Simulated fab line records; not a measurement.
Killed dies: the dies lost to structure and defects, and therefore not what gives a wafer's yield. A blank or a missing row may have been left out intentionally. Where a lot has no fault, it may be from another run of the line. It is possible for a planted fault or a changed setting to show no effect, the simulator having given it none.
What tool caused it? ; flow gf180mcu ; 12 lots with 36 wafers sampled at 5 steps, on a route of 602 steps

## WHAT THE GAUGES SHOWED, per wafer
GF_M5_OVL_MEAS_08.
lot;measured;on;M5_OVL (nm)
L075;day 26 18:20;overlay-01;8 8 8
L077;day 27 08:23;overlay-02;11 9 0
L079;day 28 02:50;overlay-01;2 1 6
L081;day 28 17:49;overlay-02;-7 7 -3
L083;day 29 00:46;overlay-02;3 -6 -1
L085;day 29 17:09;overlay-01;-1 2 4
L087;day 30 10:44;overlay-01;6 9 0
L089;day 30 20:41;overlay-01;-2 1 1
L091;day 31 09:55;overlay-02;2 12 5
L093;day 31 20:08;overlay-01;4 6 9
L095;day 32 10:59;overlay-02;2 8 1
L097;day 32 15:35;overlay-02;10 10 2

## WHICH TOOL RAN EACH LOT (tool, then ch and the chambers of the sampled wafers, then the start)
lot;GF_V3_CMP_26;GF_M4_SPUTTER_00;GF_V4_ETCH_17;GF_MIM_SPUTTER_04
L075;cmp-02 ch 0,2,3, day 23 00:51;pvdSputter-02, day 23 01:09;rieDiel-01 ch 0,1,3, day 25 00:40 or earlier;pvdSputter-01, day 25 00:40
L077;cmp-02 ch 1,2, day 23 15:23;pvdSputter-03, day 23 15:41;rieDiel-03 ch 0,1,2, day 25 14:28 or earlier;pvdSputter-02, day 25 14:28
L079;cmp-01 ch 1,2, day 24 12:19;pvdSputter-02, day 24 12:37;rieDiel-01 ch 0,1,3, day 26 09:52 or earlier;pvdSputter-02, day 26 09:52
L081;cmp-02 ch 1,2,3, day 25 05:37;pvdSputter-02, day 25 05:55;rieDiel-01 ch 0,2,3, day 27 01:52 or earlier;pvdSputter-04, day 27 01:52
L083;cmp-02 ch 0,1,2, day 25 12:20;pvdSputter-03, day 25 12:35;rieDiel-03 ch 0,2,3, day 27 09:16 or earlier;pvdSputter-04, day 27 09:16
L085;cmp-01 ch 0,1,2, day 26 05:56;pvdSputter-02, day 26 06:14;rieDiel-01 ch 0,3, day 28 01:58 or earlier;pvdSputter-01, day 28 01:58
L087;cmp-02 ch 1,2,3, day 27 03:31;pvdSputter-03, day 27 03:46;rieDiel-04 ch 0,2,3, day 28 21:28 or earlier;pvdSputter-04, day 28 21:28
L089;cmp-01 ch 0,1,3, day 27 12:30;pvdSputter-03, day 27 12:45;rieDiel-03 ch 0,1, day 29 07:43 or earlier;pvdSputter-04, day 29 07:43
L091;cmp-01 ch 0,2, day 28 03:08;pvdSputter-04, day 28 03:26;rieDiel-04 ch 0,2,3, day 29 21:16 or earlier;pvdSputter-01, day 29 21:16
L093;cmp-02 ch 2,3, day 28 15:09;pvdSputter-02, day 28 15:27;rieDiel-04 ch 0,1, day 30 08:39 or earlier;pvdSputter-02, day 30 08:39
L095;cmp-01 ch 0,1, day 29 07:23;pvdSputter-02, day 29 07:41;rieDiel-04 ch 0,1,2, day 30 23:50 or earlier;pvdSputter-01, day 30 23:50
L097;cmp-02 ch 1,2, day 29 13:00;pvdSputter-04, day 29 13:15;rieDiel-04 ch 0,3, day 31 05:19 or earlier;pvdSputter-04, day 31 05:19
- GF_V3_CMP_26: polishes, stops on SiO2, t overpolish 15 s, target thk 0 nm.
- GF_M4_SPUTTER_00: material Ti, target thk 37.5 nm, time 150 s.
- GF_V4_ETCH_17: etches SiO2 in C4F8/O2/Ar, stops on TiN, target depth 630 nm.
- GF_MIM_SPUTTER_04: material TiN, target thk 50 nm, time 41.7 s.

## THE ANSWER, worked out from the rows above alone
Rule: what is usual is taken from the lots themselves. Put in order of their means at a reading, lots are off if they are a third of the lots or fewer, leave a main group of 4 or more, and stand apart from it by a gap of 3 or more times the standard deviation of the main group's means; of several such gaps the widest counts. The tables above print the reading to a certain number of digits; a main group whose means all agree to those digits is not used. Also off: a lot with no number at a reading for which 4 or more lots have one. The other lots that the step has rows for count as sound.
Across all readings shown, no lot is off: no conclusion can be drawn from this.

## WHAT WAS PUT IN BY THE SIMULATOR
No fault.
